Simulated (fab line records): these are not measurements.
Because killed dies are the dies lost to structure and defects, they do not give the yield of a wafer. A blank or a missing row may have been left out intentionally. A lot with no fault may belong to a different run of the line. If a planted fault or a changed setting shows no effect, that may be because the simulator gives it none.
Which of the tools did it? | flow gf180mcu | 13 lots, 39 wafers sampled, at 3 steps of a route of 602

WHAT THE GAUGES READ, wafer by wafer
GF_M2_CD_MEAS_14 targets a cd of 280 nm.
lot  | measured     | on        | cd nm (nm)
L955 | day 19 12:16 | cd sem-01 | 280.2 280.6 280.8
L957 | day 20 00:46 | cd sem-01 | 278.5 278.1 279.4
L958 | day 20 11:28 | cd sem-01 | 278.7 277.9 279.2
L959 | day 20 17:42 | cd sem-01 | 281.8 282.0 280.8
L960 | day 21 06:20 | cd sem-01 | 279.1 281.0 279.1
L961 | day 21 13:55 | cd sem-01 | 279.9 279.1 279.3
L969 | day 24 12:35 | cd sem-02 | 277.9 278.3 278.2
L971 | day 25 02:05 | cd sem-01 | 280.6 280.8 280.0
L972 | day 25 16:06 | cd sem-01 | 278.6 279.5 278.4
L973 | day 25 18:56 | cd sem-01 | 280.5 281.0 280.4
L975 | day 26 11:04 | cd sem-01 | 277.7 277.6 277.2
L977 | day 26 22:20 | cd sem-01 | 281.6 279.9 281.4
L978 | day 27 06:57 | cd sem-02 | 280.5 279.1 279.1

GF_V2_BOW_MEAS_05.
lot  | measured     | on            | V2_BOW (um)
L955 | day 19 13:40 | film metro-01 | 118 105 100
L957 | day 20 02:08 | film metro-04 | 97 96 91
L958 | day 20 13:15 | film metro-01 | 96 102 112
L959 | day 20 19:07 | film metro-01 | 97 102 107
L960 | day 21 07:46 | film metro-04 | 93 110 107
L961 | day 21 15:23 | film metro-01 | 109 88 102
L969 | day 24 13:59 | film metro-02 | 107 114 107
L971 | day 25 03:28 | film metro-01 | 86 95 88
L972 | day 25 17:30 | film metro-02 | 96 98 91
L973 | day 25 20:20 | film metro-01 | 97 98 103
L975 | day 26 12:26 | film metro-04 | 100 97 92
L977 | day 26 23:43 | film metro-02 | 103 107 100
L978 | day 27 08:19 | film metro-01 | 98 105 92

EACH LOT AND THE TOOL THAT RAN IT (in order: tool; ch and the chambers of the sampled wafers; start)
lot  | GF_M2_SPUTTER_01
L955 | pvd sputter-01, day 18 12:13
L957 | pvd sputter-02, day 19 00:28
L958 | pvd sputter-01, day 19 10:43
L959 | pvd sputter-02, day 19 17:31
L960 | pvd sputter-01, day 20 06:01
L961 | pvd sputter-01, day 20 13:44
L969 | pvd sputter-04, day 23 14:10
L971 | pvd sputter-04, day 24 03:56
L972 | pvd sputter-04, day 24 18:32
L973 | pvd sputter-01, day 24 22:16
L975 | pvd sputter-02, day 25 14:28
L977 | pvd sputter-02, day 26 01:06
L978 | pvd sputter-01, day 26 10:45
- GF_M2_SPUTTER_01: material TiN, target thk 30 nm, time 25 s.

AS READ BY THE TOOLS THEMSELVES (means over the sampled wafers that have a number; for cases with no such wafer, the mark the record gives instead)
GF_M2_SPUTTER_01.
lot  | tool           | throttle valve pct (%)
L955 | pvd sputter-01 | 30.1
L957 | pvd sputter-02 | 30.5
L958 | pvd sputter-01 | 30.3
L959 | pvd sputter-02 | 30.3
L960 | pvd sputter-01 | 29.5
L961 | pvd sputter-01 | 30.1
L969 | pvd sputter-04 | 30.5
L971 | pvd sputter-04 | 30.4
L972 | pvd sputter-04 | 30.4
L973 | pvd sputter-01 | 30.6
L975 | pvd sputter-02 | 30.8
L977 | pvd sputter-02 | 29.8
L978 | pvd sputter-01 | 30.4

THE ANSWER, worked out from the rows above alone
Rule: the usual values come from the lots themselves. Put in order of their means at a reading, lots are off if they are a third of the lots or fewer, leave a main group of 4 or more, and stand apart from it by a gap of 3 or more times the standard deviation of the main group's means; of several such gaps the widest counts. A main group whose means are all the same, to the digits that the tables above print for the reading, isn't used. A lot without any number at a reading at which 4 lots or more have one is off too. Where the step has rows for the other lots, those lots are counted as sound. The gauges are gone through in route order, then the tools' own readings, and for those a lot's mean is taken as printed above. The first step at which some lot is off is used, and at that step the reading that is off furthest; a lot without a number counts as furthest.
None of the lots is off at any reading shown; this tells nothing.

WHAT HAD BEEN PUT IN BY THE SIMULATOR
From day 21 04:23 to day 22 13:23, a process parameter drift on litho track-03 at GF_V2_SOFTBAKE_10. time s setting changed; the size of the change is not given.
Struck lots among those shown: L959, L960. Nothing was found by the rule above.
